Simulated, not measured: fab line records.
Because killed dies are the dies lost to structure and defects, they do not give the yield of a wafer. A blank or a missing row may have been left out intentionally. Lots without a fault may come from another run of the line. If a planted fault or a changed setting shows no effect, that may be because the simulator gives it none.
fab line records | flow sky130 | part 1 of 2: steps 1 to 25 of 31
record: lots: 5 wafers: 15 lastDay: 50
route steps=708 shown CAPM@539 METAL3@555
lots that met no fault: taken from a fault-free run of the same line
startH: hours from the record's opening day to when the first of the lot's shown wafers began | waitH: hours since the lot's step before | " identical to the entry in the row above | L1.1+2: one row covering several wafers at once | - value missing, or start not given | * or withheld: withheld | < > ~ a bound
route shown NAME@n: a module of which the file shows steps, and the number in the route of the first | usual: the fault-free wafers' mean and standard deviation | same: alike in all rows | chamber/n: place in a boat | sites: the reading at each site | _std_site: standard deviation across them | _edge_site: the outer-site mean with the inner-site mean subtracted | radiusMm: how far each site lies from the wafer's centre | mask NAME#n: copy n | behind: tool/chamber where the wafer was last shaped | hold: reason for holding the lot/hours on hold/outcome of the hold | device: transistor that didn't switch, given as n, p or np | end of line: the tests these same wafers got at the end of their route | where a step has no rows: the recipe by itself | killed: dies that structure and defects cost at the first sort, which is not the same as the wafer's yield | map: per-die view of a wafer (x killed, . not killed, _ where there is no die)
set.NAME: setting as actually run; set.NAME@STEP: the setting as run at that earlier step | model.NAME: the simulator's own value behind a step, which no gauge read
a table for each step, a row for each wafer; lots at some steps of the route
services: from which hour (startH, from the record's first day; less than 0 if before it) a tool's chamber was out of use, for how many hours, and why
== steps ==
step: SKY_CAPM_SPUTTER_02
recipe: material: TiN targetThkNm: 200 tempC: 300 powerW: 6500 timeS: 166.7 chamberPressurePa: 0.4
usual: throttleValvePct: 30.1/1.4
same: timeS: 166.7
columns lot.wafer tool chamber startH waitH throttleValvePct
L074.1 pvdSputter-01 - 840.08 0.1 29.3
L074.3 " - " " 29.0
L074.6 " - " " 31.3
L083.1 pvdSputter-02 - 916.79 0.1 30.3
L083.3 " - " " 28.7
L083.6 " - " " 30.1
L084.3 pvdSputter-04 - 924.05 0.0 28.7
L084.4 " - " " 33.2
L084.6 " - " " 33.1
L093.1 pvdSputter-04 - 987.60 0.1 29.9
L093.4 " - " " 28.6
L093.6 " - " " 31.0
L096.1 pvdSputter-01 - 1001.43 0.1 28.6
L096.4 " - " " 28.7
L096.5 " - " " 28.6
step: SKY_CAPM_RS_MEAS_03
recipe: thkMeasGauge: four-point-probe reads: TiN_of_CAPM_SPUTTER_02
usual: CAPM_TIN_RS: 6.90/0.078
columns lot.wafer tool chamber startH waitH CAPM_TIN_RS[ohm/sq]
L074.1 filmMetro-01 - 840.19 0.1 7.09
L074.3 " - " " 7.10
L074.6 " - " " 7.03
L083.1 filmMetro-01 - 916.90 0.1 6.78
L083.3 " - " " 6.91
L083.6 " - " " 6.81
L084.3 filmMetro-02 - 924.20 0.1 6.72
L084.4 " - " " 6.76
L084.6 " - " " 6.76
L093.1 filmMetro-03 - 987.73 0.1 6.82
L093.4 " - " " 6.90
L093.6 " - " " 6.88
L096.1 filmMetro-03 - 1001.54 0.1 6.91
L096.4 " - " " 7.00
L096.5 " - " " 6.89
step: SKY_CAPM_THK_MEAS_04
recipe: thkMeasGauge: xrf reads: TiN_of_CAPM_SPUTTER_02
usual: CAPM_TIN_THK: 198.0/2.3
columns lot.wafer tool chamber startH waitH CAPM_TIN_THK[nm]
L074.1 filmMetro-01 - 840.31 0.1 192.7
L074.3 " - " " 192.7
L074.6 " - " " 193.9
L083.1 filmMetro-01 - 917.02 0.1 202.6
L083.3 " - " " 198.8
L083.6 " - " " 201.6
L084.3 filmMetro-02 - 924.30 0.1 201.8
L084.4 " - " " 201.7
L084.6 " - " " 201.3
L093.1 filmMetro-03 - 987.85 0.1 200.1
L093.4 " - " " 198.5
L093.6 " - " " 198.8
L096.1 filmMetro-03 - 1001.66 0.1 197.9
L096.4 " - " " 194.9
L096.5 " - " " 198.1
step: SKY_CAPM_DEHYDRATE_05
recipe: tempC: 200 timeS: 60
usual: exhaustPa: 45.0/0.93
same: timeS: 60
columns lot.wafer tool chamber startH waitH exhaustPa
L074.1 lithoTrack-04 0 853.19 12.9 44.8
L074.3 " 0 " " 45.7
L074.6 " 0 " " 45.5
L083.1 lithoTrack-01 0 928.79 11.8 45.5
L083.3 " 0 " " 45.1
L083.6 " 0 " " 44.1
L084.3 lithoTrack-02 0 935.66 11.3 45.5
L084.4 " 0 " " 45.7
L084.6 " 0 " " 44.8
L093.1 lithoTrack-02 0 998.71 10.9 43.8
L093.4 " 0 " " 45.3
L093.6 " 0 " " 45.0
L096.1 lithoTrack-02 0 1011.96 10.3 45.6
L096.4 " 0 " " 45.5
L096.5 " 0 " " 44.8
step: SKY_CAPM_HMDS_06
recipe: primeTimeS: 60 primeTempC: 120
usual: exhaustPa: 44.9/0.91
same: primeTimeS: 60
columns lot.wafer tool chamber startH waitH exhaustPa
L074.1 lithoTrack-04 0 853.34 0.1 43.6
L074.3 " 0 " " 45.3
L074.6 " 0 " " 44.1
L083.1 lithoTrack-01 0 928.94 0.1 45.2
L083.3 " 0 " " 46.0
L083.6 " 0 " " 45.1
L084.3 lithoTrack-02 0 935.81 0.1 45.4
L084.4 " 0 " " 44.2
L084.6 " 0 " " 45.8
L093.1 lithoTrack-02 0 998.86 0.1 46.1
L093.4 " 0 " " 45.3
L093.6 " 0 " " 44.8
L096.1 lithoTrack-02 0 1012.11 0.1 44.6
L096.4 " 0 " " 45.6
L096.5 " 0 " " 45.7
step: SKY_CAPM_COAT_07
recipe: resist: NOVOLAK spinRpm: 3000 resistThkNm: 1140
usual: exhaustPa: 45.1/0.86
columns lot.wafer tool chamber startH waitH exhaustPa
L074.1 lithoTrack-04 0 853.49 0.1 44.1
L074.3 " 0 " " 44.9
L074.6 " 0 " " 45.8
L083.1 lithoTrack-01 0 929.09 0.1 44.4
L083.3 " 0 " " 42.9
L083.6 " 0 " " 44.1
L084.3 lithoTrack-02 0 935.96 0.1 43.1
L084.4 " 0 " " 45.0
L084.6 " 0 " " 43.4
L093.1 lithoTrack-02 0 999.01 0.1 44.7
L093.4 " 0 " " 46.5
L093.6 " 0 " " 46.3
L096.1 lithoTrack-02 0 1012.26 0.1 46.4
L096.4 " 0 " " 44.7
L096.5 " 0 " " 45.6
step: SKY_CAPM_SOFTBAKE_08
recipe: tempC: 90 timeS: 60 resist: NOVOLAK
usual: exhaustPa: 45.1/0.91
same: timeS: 60
columns lot.wafer tool chamber startH waitH exhaustPa
L074.1 lithoTrack-04 0 853.64 0.1 44.5
L074.3 " 0 " " 44.2
L074.6 " 0 " " 46.4
L083.1 lithoTrack-01 0 929.24 0.1 44.1
L083.3 " 0 " " 43.6
L083.6 " 0 " " 43.9
L084.3 lithoTrack-02 0 936.11 0.1 44.4
L084.4 " 0 " " 44.8
L084.6 " 0 " " 45.3
L093.1 lithoTrack-02 0 999.16 0.1 45.2
L093.4 " 0 " " 44.3
L093.6 " 0 " " 45.4
L096.1 lithoTrack-02 0 1012.41 0.1 44.0
L096.4 " 0 " " 45.4
L096.5 " 0 " " 46.1
step: SKY_CAPM_EXPOSE_09
recipe: maskId: CAPM na: 0.6 sourceShape: conventional sigmaOuter: 0.6 polarization: unpolarized targetCdNm: 1000 doseMj: 159
usual: exposureDoseMJCm2: 158.99/0.17
columns lot.wafer tool chamber startH waitH mask exposureDoseMJCm2
L074.1 ilineStepper-01 0 - - CAPM#0 158.89
L074.3 " 0 " " CAPM#0 158.61
L074.6 " 0 " " CAPM#0 158.95
L083.1 ilineStepper-02 0 - - CAPM#0 159.03
L083.3 " 0 " " CAPM#0 158.78
L083.6 " 0 " " CAPM#0 159.02
L084.3 ilineStepper-01 0 - - CAPM#0 158.86
L084.4 " 0 " " CAPM#0 159.27
L084.6 " 0 " " CAPM#0 159.00
L093.1 ilineStepper-02 0 - - CAPM#0 158.70
L093.4 " 0 " " CAPM#0 158.75
L093.6 " 0 " " CAPM#0 158.99
L096.1 ilineStepper-01 0 - - CAPM#0 158.99
L096.4 " 0 " " CAPM#0 159.11
L096.5 " 0 " " CAPM#0 159.06
step: SKY_CAPM_PEB_10
recipe: tempC: withheld timeS: * resist: NOVOLAK
usual: exhaustPa: 45.2/0.73
same: timeS: *
columns lot.wafer tool chamber startH waitH exhaustPa
L074.1 lithoTrack-02 0 - - 45.5
L074.3 " 0 " " 46.1
L074.6 " 0 " " 45.5
L083.1 lithoTrack-04 0 - - 44.8
L083.3 " 0 " " 45.7
L083.6 " 0 " " 45.1
L084.3 lithoTrack-04 0 - - 45.9
L084.4 " 0 " " 45.5
L084.6 " 0 " " 44.8
L093.1 lithoTrack-01 0 - - 45.3
L093.4 " 0 " " 44.3
L093.6 " 0 " " 43.7
L096.1 lithoTrack-01 0 - - 44.9
L096.4 " 0 " " 44.5
L096.5 " 0 " " 45.3
step: SKY_CAPM_DEVELOP_11
recipe: resist: NOVOLAK developer: TMAH developTimeS: 60 devTempC: 23
usual: exhaustPa: 45.0/0.89
columns lot.wafer tool chamber startH waitH exhaustPa
L074.1 lithoTrack-02 0 866.96 0.1 44.2
L074.3 " 0 " " 44.8
L074.6 " 0 " " 44.6
L083.1 lithoTrack-04 0 940.34 0.1 46.5
L083.3 " 0 " " 44.8
L083.6 " 0 " " 43.7
L084.3 lithoTrack-04 0 947.49 0.1 43.4
L084.4 " 0 " " 44.3
L084.6 " 0 " " 45.7
L093.1 lithoTrack-01 0 1010.34 0.1 44.8
L093.4 " 0 " " 44.9
L093.6 " 0 " " 43.1
L096.1 lithoTrack-01 0 1023.39 0.1 45.6
L096.4 " 0 " " 45.6
L096.5 " 0 " " 44.1
step: SKY_CAPM_OVL_MEAS_12
usual: CAPM_OVL: 0.0/1.2
columns lot.wafer tool chamber startH waitH CAPM_OVL[nm]
L074.1 overlay-02 - 867.11 0.1 -1.0
L074.3 " - " " -1.0
L074.6 " - " " 0.3
L083.1 overlay-02 - 940.49 0.1 0.7
L083.3 " - " " 0.1
L083.6 " - " " -0.5
L084.3 overlay-02 - 947.60 0.1 -1.5
L084.4 " - " " -1.8
L084.6 " - " " -2.2
L093.1 overlay-01 - 1010.49 0.1 -0.4
L093.4 " - " " 0.1
L093.6 " - " " 0.8
L096.1 overlay-02 - 1023.54 0.1 0.5
L096.4 " - " " -0.7
L096.5 " - " " -0.2
step: SKY_CAPM_METAL_ETCH_13
recipe: targetDepthNm: 220 stopOn: SiO2 chemistry: Cl2/BCl3 target: TiN pressureMtorr: 10 icpW: 900 biasW: 48.5 Cl2_flow_sccm: 60 bcl3FlowSccm: 30 timeS: 62.9
usual: biasW: 48.49/0.14 chamberPressureMTorr: 9.999/0.0089 drypumpMotorCurrentA: 5.7/0.66 oesProductAu: 0.941/0.0067 throttleValvePct: 21.901/0.0096
same: timeS: 62.9
columns lot.wafer tool chamber startH waitH biasW chamberPressureMTorr drypumpMotorCurrentA oesProductAu rfHoursCounterH throttleValvePct
L074.1 rieMetal-03 1 867.15 0.0 48.76 10.020 4.7 0.929 7 21.903
L074.3 " 1 " " 48.63 10.005 4.7 0.929 - 21.913
L074.6 " 1 " " 48.59 10.002 4.7 0.931 - 21.914
L083.1 rieMetal-03 0 940.52 0.0 48.39 9.992 5.6 0.951 7 21.895
L083.3 " 0 " " 48.55 9.984 5.6 0.941 - 21.876
L083.6 " 0 " " 48.43 9.986 5.6 0.946 - 21.903
L084.3 rieMetal-03 0 947.65 0.0 48.57 10.008 5.6 0.960 - 21.890
L084.4 " 1 " " 48.80 10.005 4.7 0.947 - 21.910
L084.6 " 1 " " 48.42 9.997 4.7 0.952 - 21.895
L093.1 rieMetal-02 1 1010.53 0.0 48.67 10.000 5.5 0.942 22 21.882
L093.4 " 0 " " 48.63 9.996 6.6 0.937 - 21.907
L093.6 " 1 " " 48.41 9.984 5.5 0.942 - 21.909
L096.1 rieMetal-02 0 1023.58 0.0 48.57 9.990 6.6 0.940 8 21.911
L096.4 " 0 " " 48.67 9.995 6.6 0.929 - 21.906
L096.5 " 0 " " 48.55 9.990 6.6 0.940 - 21.904
step: SKY_CAPM_STRIP_14
recipe: chemistry: O2/N2 powerW: 1400 pressureMtorr: 1500 platenTempC: withheld o2FlowSccm: 3000 n2FlowSccm: 300 overashFraction: 0.5
usual: chamberPressureMTorr: 1499.9/1.3 drypumpMotorCurrentA: 5.9/0.38 o2FlowSccm: 2998/9.2 oesProductAu: 0.709/0.0047 stripTimeToEndpointS: 12.66/0.037
columns lot.wafer tool chamber startH waitH chamberPressureMTorr drypumpMotorCurrentA o2FlowSccm oesProductAu rfHoursCounterH stripTimeToEndpointS
L074.1 plasmaAsher-01 0 867.23 0.1 1500.7 5.7 3000 0.705 75 12.65
L074.3 " 0 " " 1503.3 5.7 2999 0.704 - 12.69
L074.6 " 1 " " 1498.3 6.5 2999 0.712 - 12.61
L083.1 plasmaAsher-02 0 940.60 0.1 1498.5 5.2 2999 0.700 49 12.62
L083.3 " 0 " " 1501.6 5.2 2985 0.707 - 12.69
L083.6 " 0 " " 1500.7 5.2 2984 0.712 - 12.63
L084.3 plasmaAsher-03 0 947.73 0.1 1500.9 6.0 3020 0.711 - 12.61
L084.4 " 1 " " 1499.7 5.9 3006 0.705 - 12.58
L084.6 " 1 " " 1499.0 6.0 3000 0.703 - 12.61
L093.1 plasmaAsher-02 1 1010.61 0.1 1499.0 5.5 2984 0.708 55 12.66
L093.4 " 1 " " 1501.1 5.5 3001 0.707 - 12.66
L093.6 " 1 " " 1499.7 5.5 3003 0.708 - 12.72
L096.1 plasmaAsher-03 1 1023.73 0.1 1499.3 6.0 2990 0.705 30 12.68
L096.4 " 1 " " 1500.8 6.0 2992 0.703 - 12.66
L096.5 " 0 " " 1502.3 6.0 3017 0.716 - 12.66
step: SKY_CAPM_STRIP_15
recipe: chemistry: postEtchResidueRemover timeS: 1200 tempC: 72.5
same: timeS: 1200
columns lot.wafer tool chamber startH waitH
L074.1+3+6 wetBench-01 1 867.33 0.1
L083.1+3+6 wetBench-01 3 940.70 0.1
L084.3+4+6 wetBench-02 3 947.80 0.0
L093.1+4+6 wetBench-02 2 1010.71 0.1
L096.1+4+5 wetBench-02 3 1023.83 0.1
step: SKY_CAPM_CLEAN_16
recipe: chemistry: IPA timeS: 180 tempC: 25
same: timeS: 180
columns lot.wafer tool chamber startH waitH
L074.1+3+6 wetBench-04 2 867.67 0.0
L083.1+3+6 wetBench-02 2 941.07 0.0
L084.3+4+6 wetBench-04 0 948.14 0.0
L093.1+4+6 wetBench-04 2 1011.05 0.0
L096.1+4+5 wetBench-01 0 1024.21 0.0
step: SKY_CAPM_CLEAN_17
recipe: chemistry: O3/DIW dry: n2Spin
columns lot.wafer tool chamber startH waitH
L074.1+3+6 wetBench-02 2 867.73 0.0
L083.1+3+6 wetBench-04 2 941.13 0.0
L084.3+4+6 wetBench-02 1 948.20 0.0
L093.1+4+6 wetBench-02 3 1011.11 0.0
L096.1+4+5 wetBench-04 3 1024.26 0.0
step: SKY_METAL3_DEHYDRATE_05
recipe: tempC: 200 timeS: 60
usual: exhaustPa: 44.9/0.97
same: timeS: 60
columns lot.wafer tool chamber startH waitH exhaustPa
L074.1 lithoTrack-01 0 879.99 12.2 45.2
L074.3 " 0 " " 46.4
L074.6 " 0 " " 45.3
L083.1 lithoTrack-03 0 952.15 10.9 45.2
L083.3 " 0 " " 42.5
L083.6 " 0 " " 44.1
L084.3 lithoTrack-03 0 960.25 12.0 44.4
L084.4 " 0 " " 43.0
L084.6 " 0 " " 45.4
L093.1 lithoTrack-03 0 1021.80 10.6 45.9
L093.4 " 0 " " 44.7
L093.6 " 0 " " 43.7
L096.1 lithoTrack-01 0 1034.14 9.8 46.1
L096.4 " 0 " " 44.8
L096.5 " 0 " " 46.3
step: SKY_METAL3_HMDS_06
recipe: primeTimeS: 60 primeTempC: 120
usual: exhaustPa: 44.9/0.88
same: primeTimeS: 60
columns lot.wafer tool chamber startH waitH exhaustPa
L074.1 lithoTrack-01 0 880.14 0.1 45.0
L074.3 " 0 " " 44.7
L074.6 " 0 " " 44.1
L083.1 lithoTrack-03 0 952.30 0.1 45.1
L083.3 " 0 " " 45.4
L083.6 " 0 " " 46.3
L084.3 lithoTrack-03 0 960.40 0.1 45.1
L084.4 " 0 " " 45.5
L084.6 " 0 " " 45.6
L093.1 lithoTrack-03 0 1021.95 0.1 45.2
L093.4 " 0 " " 45.9
L093.6 " 0 " " 45.0
L096.1 lithoTrack-01 0 1034.29 0.1 44.4
L096.4 " 0 " " 45.2
L096.5 " 0 " " 43.9
step: SKY_METAL3_COAT_07
recipe: resist: BARC tempC: withheld timeS: withheld spinRpm: 3000 resistThkNm: 60
usual: exhaustPa: 44.9/0.85
columns lot.wafer tool chamber startH waitH exhaustPa
L074.1 lithoTrack-01 0 880.29 0.1 44.8
L074.3 " 0 " " 45.2
L074.6 " 0 " " 44.4
L083.1 lithoTrack-03 0 952.45 0.1 43.8
L083.3 " 0 " " 44.7
L083.6 " 0 " " 45.1
L084.3 lithoTrack-03 0 960.55 0.1 45.4
L084.4 " 0 " " 44.9
L084.6 " 0 " " 44.9
L093.1 lithoTrack-03 0 1022.10 0.1 44.2
L093.4 " 0 " " 45.6
L093.6 " 0 " " 43.8
L096.1 lithoTrack-01 0 1034.44 0.1 45.2
L096.4 " 0 " " 44.9
L096.5 " 0 " " 45.1
step: SKY_METAL3_COAT_08
recipe: resist: KrF-thick spinRpm: 3000 resistThkNm: 1140
usual: exhaustPa: 45.2/0.91
columns lot.wafer tool chamber startH waitH exhaustPa
L074.1 lithoTrack-01 0 - - 44.6
L074.3 " 0 " " 44.8
L074.6 " 0 " " 45.1
L083.1 lithoTrack-03 0 - - 43.2
L083.3 " 0 " " 44.9
L083.6 " 0 " " 45.4
L084.3 lithoTrack-03 0 - - 45.4
L084.4 " 0 " " 45.5
L084.6 " 0 " " 45.4
L093.1 lithoTrack-03 0 - - 44.4
L093.4 " 0 " " 44.2
L093.6 " 0 " " 45.7
L096.1 lithoTrack-01 0 - - 46.5
L096.4 " 0 " " 46.5
L096.5 " 0 " " 46.3
step: SKY_METAL3_SOFTBAKE_09
recipe: tempC: 100 timeS: 90 resist: KrF-thick
usual: exhaustPa: 45.0/0.89
same: timeS: 90
columns lot.wafer tool chamber startH waitH exhaustPa
L074.1 lithoTrack-01 0 - - 45.1
L074.3 " 0 " " 46.0
L074.6 " 0 " " 45.8
L083.1 lithoTrack-03 0 - - 45.0
L083.3 " 0 " " 43.1
L083.6 " 0 " " 45.2
L084.3 lithoTrack-03 0 - - 45.1
L084.4 " 0 " " 44.1
L084.6 " 0 " " 45.5
L093.1 lithoTrack-03 0 - - 44.4
L093.4 " 0 " " 44.8
L093.6 " 0 " " 43.3
L096.1 lithoTrack-01 0 - - 45.1
L096.4 " 0 " " 45.7
L096.5 " 0 " " 43.9
step: SKY_METAL3_EXPOSE_10
recipe: maskId: MM3 na: 0.68 sourceShape: annular sigmaInner: 0.4 sigmaOuter: 0.8 targetCdNm: 300 doseMj: 28
usual: exposureDoseMJCm2: 27.983/0.027
columns lot.wafer tool chamber startH waitH mask exposureDoseMJCm2
L074.1 krfScanner-02 0 - - MM3#0 27.984
L074.3 " 0 " " MM3#0 27.988
L074.6 " 0 " " MM3#0 27.991
L083.1 krfScanner-01 0 - - MM3#0 28.012
L083.3 " 0 " " MM3#0 28.008
L083.6 " 0 " " MM3#0 28.018
L084.3 krfScanner-01 0 - - MM3#0 28.045
L084.4 " 0 " " MM3#0 28.021
L084.6 " 0 " " MM3#0 28.012
L093.1 krfScanner-02 0 - - MM3#0 27.966
L093.4 " 0 " " MM3#0 27.982
L093.6 " 0 " " MM3#0 27.977
L096.1 krfScanner-01 0 - - MM3#0 28.004
L096.4 " 0 " " MM3#0 28.022
L096.5 " 0 " " MM3#0 27.987
step: SKY_METAL3_PEB_11
recipe: pebTempC: withheld pebTimeS: withheld resist: KrF-thick
usual: exhaustPa: 45.1/0.8
columns lot.wafer tool chamber startH waitH exhaustPa
L074.1 lithoTrack-04 0 - - 43.6
L074.3 " 0 " " 44.8
L074.6 " 0 " " 45.0
L083.1 lithoTrack-03 0 - - 45.1
L083.3 " 0 " " 44.2
L083.6 " 0 " " 44.6
L084.3 lithoTrack-03 0 - - 45.2
L084.4 " 0 " " 43.6
L084.6 " 0 " " 44.4
L093.1 lithoTrack-04 0 - - 45.9
L093.4 " 0 " " 45.7
L093.6 " 0 " " 46.2
L096.1 lithoTrack-04 0 - - 45.7
L096.4 " 0 " " 46.0
L096.5 " 0 " " 46.1
step: SKY_METAL3_DEVELOP_12
recipe: developTimeS: 60 resist: KrF-thick devTempC: 21
usual: exhaustPa: 45.2/0.93
columns lot.wafer tool chamber startH waitH exhaustPa
L074.1 lithoTrack-04 0 - - 44.9
L074.3 " 0 " " 45.0
L074.6 " 0 " " 44.9
L083.1 lithoTrack-03 0 - - 46.8
L083.3 " 0 " " 45.6
L083.6 " 0 " " 45.6
L084.3 lithoTrack-03 0 - - 44.7
L084.4 " 0 " " 45.3
L084.6 " 0 " " 45.5
L093.1 lithoTrack-04 0 - - 45.7
L093.4 " 0 " " 47.4
L093.6 " 0 " " 47.6
L096.1 lithoTrack-04 0 - - 45.0
L096.4 " 0 " " 45.6
L096.5 " 0 " " 45.3
step: SKY_METAL3_CD_MEAS_13
recipe: targetCdNm: 300
usual: cdNm: 300.3/1.6
columns lot.wafer tool chamber startH waitH cdNm
L074.1 cdSem-02 - 893.89 - 302.7
L074.3 " - " " 301.4
L074.6 " - " " 300.9
L083.1 cdSem-02 - 965.30 - 299.3
L083.3 " - " " 297.9
L083.6 " - " " 297.7
L084.3 cdSem-02 - 972.89 - 298.9
L084.4 " - " " 299.1
L084.6 " - " " 299.8
L093.1 cdSem-02 - 1033.64 - 300.7
L093.4 " - " " 300.7
L093.6 " - " " 300.0
L096.1 cdSem-01 - 1046.09 - 302.1
L096.4 " - " " 299.7
L096.5 " - " " 300.9
